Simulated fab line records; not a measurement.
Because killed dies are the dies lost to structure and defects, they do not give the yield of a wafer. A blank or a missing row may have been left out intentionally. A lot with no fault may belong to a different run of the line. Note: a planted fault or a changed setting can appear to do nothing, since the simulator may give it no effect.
Split-lot study || flow gf180mcu || 23 wafers read from 5 lots, route of 602 steps

## THE SPLIT
At GF_PSD_DEVELOP_06 (develop time 60 s), the setting develop time s was moved away from the recipe's 60 s on 7 of the 23 wafers read, by -7.9% to +9.3%. The other wafers ran this setting at the recipe's value.

The file shows no step between the split and the reading.

## THE READING
Shown in nm: cd nm at GF_PSD_CD_MEAS_07, with target cd 400 nm. Typical for fault-free wafers on this fab line: 399.9 nm, with standard deviation 2.2 nm.

{"wafer": "L074.1", "tool, chamber at the split": "litho track-02, 0", "develop time s as run, s": 60, "against the recipe": "recipe", "cd nm, nm": 399.1, "against lot-mates on the recipe": "-"}
{"wafer": "L074.2", "tool, chamber at the split": "litho track-02, 0", "develop time s as run, s": 60, "against the recipe": "recipe", "cd nm, nm": 400.4, "against lot-mates on the recipe": "-"}
{"wafer": "L074.3", "tool, chamber at the split": "litho track-02, 0", "develop time s as run, s": 60, "against the recipe": "recipe", "cd nm, nm": 399.8, "against lot-mates on the recipe": "-"}
{"wafer": "L074.4", "tool, chamber at the split": "litho track-02, 0", "develop time s as run, s": 60, "against the recipe": "recipe", "cd nm, nm": 397.9, "against lot-mates on the recipe": "-"}
{"wafer": "L074.6", "tool, chamber at the split": "litho track-02, 0", "develop time s as run, s": 60, "against the recipe": "recipe", "cd nm, nm": 397.9, "against lot-mates on the recipe": "-"}
{"wafer": "L076.1", "tool, chamber at the split": "litho track-01, 0", "develop time s as run, s": 60, "against the recipe": "recipe", "cd nm, nm": 403.2, "against lot-mates on the recipe": "-"}
{"wafer": "L076.2", "tool, chamber at the split": "litho track-01, 0", "develop time s as run, s": 65.58, "against the recipe": "+9.3%", "cd nm, nm": 412.6, "against lot-mates on the recipe": "+9.0"}
{"wafer": "L076.4", "tool, chamber at the split": "litho track-01, 0", "develop time s as run, s": 60, "against the recipe": "recipe", "cd nm, nm": 404.1, "against lot-mates on the recipe": "-"}
{"wafer": "L076.5", "tool, chamber at the split": "litho track-01, 0", "develop time s as run, s": 65.58, "against the recipe": "+9.3%", "cd nm, nm": 410.9, "against lot-mates on the recipe": "+7.3"}
{"wafer": "L076.6", "tool, chamber at the split": "litho track-01, 0", "develop time s as run, s": 60, "against the recipe": "recipe", "cd nm, nm": 403.5, "against lot-mates on the recipe": "-"}
{"wafer": "L077.1", "tool, chamber at the split": "litho track-01, 0", "develop time s as run, s": 60, "against the recipe": "recipe", "cd nm, nm": 403.4, "against lot-mates on the recipe": "-"}
{"wafer": "L077.5", "tool, chamber at the split": "litho track-01, 0", "develop time s as run, s": 60, "against the recipe": "recipe", "cd nm, nm": 404.2, "against lot-mates on the recipe": "-"}
{"wafer": "L077.6", "tool, chamber at the split": "litho track-01, 0", "develop time s as run, s": 60, "against the recipe": "recipe", "cd nm, nm": 398.8, "against lot-mates on the recipe": "-"}
{"wafer": "L078.1", "tool, chamber at the split": "litho track-04, 0", "develop time s as run, s": 65.18, "against the recipe": "+8.6%", "cd nm, nm": 408.9, "against lot-mates on the recipe": "+7.4"}
{"wafer": "L078.2", "tool, chamber at the split": "litho track-04, 0", "develop time s as run, s": 60, "against the recipe": "recipe", "cd nm, nm": 402.6, "against lot-mates on the recipe": "-"}
{"wafer": "L078.4", "tool, chamber at the split": "litho track-04, 0", "develop time s as run, s": 60, "against the recipe": "recipe", "cd nm, nm": 400.3, "against lot-mates on the recipe": "-"}
{"wafer": "L078.5", "tool, chamber at the split": "litho track-04, 0", "develop time s as run, s": 65.18, "against the recipe": "+8.6%", "cd nm, nm": 408.8, "against lot-mates on the recipe": "+7.3"}
{"wafer": "L078.6", "tool, chamber at the split": "litho track-04, 0", "develop time s as run, s": 65.18, "against the recipe": "+8.6%", "cd nm, nm": 407.5, "against lot-mates on the recipe": "+6.0"}
{"wafer": "L080.2", "tool, chamber at the split": "litho track-02, 0", "develop time s as run, s": 60, "against the recipe": "recipe", "cd nm, nm": 399.5, "against lot-mates on the recipe": "-"}
{"wafer": "L080.3", "tool, chamber at the split": "litho track-02, 0", "develop time s as run, s": 55.26, "against the recipe": "-7.9%", "cd nm, nm": 392.3, "against lot-mates on the recipe": -7.4}
{"wafer": "L080.4", "tool, chamber at the split": "litho track-02, 0", "develop time s as run, s": 60, "against the recipe": "recipe", "cd nm, nm": 398.8, "against lot-mates on the recipe": "-"}
{"wafer": "L080.5", "tool, chamber at the split": "litho track-02, 0", "develop time s as run, s": 60, "against the recipe": "recipe", "cd nm, nm": 400.7, "against lot-mates on the recipe": "-"}
{"wafer": "L080.6", "tool, chamber at the split": "litho track-02, 0", "develop time s as run, s": 55.26, "against the recipe": "-7.9%", "cd nm, nm": 391.9, "against lot-mates on the recipe": -7.8}

FIT RESULTS
A straight line over all 23 wafers: cd nm changes by +1.03 nm for each +1% of develop time s; r = +0.92; the points scatter about the line by 2.1 nm.
The same after taking each lot's own level away (the mean of its wafers on the recipe; 23 wafers): +0.872 nm for each +1%; r = +0.96; scatter 1.2 nm.
That fit puts the effect of the largest move of develop time s on the reading at 8.1 nm.
From 399.02 to 403.60 nm: that is the span of the lots' own levels, equal to 2.1 times the standard deviation above.
So the lot-to-lot level changes the slope: the two fits differ.
Check: with one of the wafers moved furthest among these (+9.3%) left out of the fit, the line predicts +7.76 nm for it against its lot-mates. Against them it came out at +9 nm.

## THE OTHER SPLITS THESE WAFERS WENT THROUGH
Before the reading, these wafers also passed through other splits. Each is held against what the fit with the lots' levels taken away leaves over:
{"other split on the same wafers": "GF_NSD_DEVELOP_06 develop time s", "wafers away from the commonest value": 8, "r with cd nm (lot level and that fit taken away)": -0.02}

## THE FILE'S OWN FIT
cd nm changes by +0.875 nm for each +1% of develop time s, r = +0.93.
